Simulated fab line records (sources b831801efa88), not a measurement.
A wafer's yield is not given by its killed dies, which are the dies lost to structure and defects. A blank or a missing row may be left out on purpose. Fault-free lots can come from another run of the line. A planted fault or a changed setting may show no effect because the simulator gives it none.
Which of the tools did it? / flow sky130 / route of 708 steps, sampled at 1 step: 7 lots, 21 wafers

== WHAT THE GAUGES SHOWED, per wafer ==
SKY_FIELD_ISO_THK_MEAS_25.
lot=L211; measured=day 2 23:59; on=film_metro-02; FIELD_ISO_CVD_24_THK (nm)=599 591 585
lot=L216; measured=day 3 22:14; on=film_metro-02; FIELD_ISO_CVD_24_THK (nm)=582 585 587
lot=L221; measured=day 5 03:11; on=film_metro-02; FIELD_ISO_CVD_24_THK (nm)=596 584 596
lot=L223; measured=day 5 11:09; on=film_metro-04; FIELD_ISO_CVD_24_THK (nm)=593 603 591
lot=L227; measured=day 6 07:41; on=film_metro-04; FIELD_ISO_CVD_24_THK (nm)=593 597 593
lot=L230; measured=day 6 22:00; on=film_metro-03; FIELD_ISO_CVD_24_THK (nm)=595 587 588
lot=L232; measured=day 7 08:56; on=film_metro-02; FIELD_ISO_CVD_24_THK (nm)=595 588 589

== TOOL THAT RAN EACH LOT (tool first, then ch and the chambers of the sampled wafers, then the start) ==
The record holds no process step before these readings.

== THE ANSWER, worked out from the rows above alone ==
Rule: the lots themselves supply what counts as usual. Put in order of their means at a reading, lots are off if they are a third of the lots or fewer, leave a main group of 4 or more, and stand apart from it by a gap of 3 or more times the standard deviation of the main group's means; of several such gaps the widest counts. The tables above print the reading to a certain number of digits; a main group whose means all agree to those digits is not used. Also off: a lot with no number at a reading for which 4 or more lots have one. Where the step has rows for the other lots, those lots are counted as sound.
No lot is off on any of the readings shown, so nothing can be concluded from this.

== WHAT THE SIMULATOR HAD PUT IN ==
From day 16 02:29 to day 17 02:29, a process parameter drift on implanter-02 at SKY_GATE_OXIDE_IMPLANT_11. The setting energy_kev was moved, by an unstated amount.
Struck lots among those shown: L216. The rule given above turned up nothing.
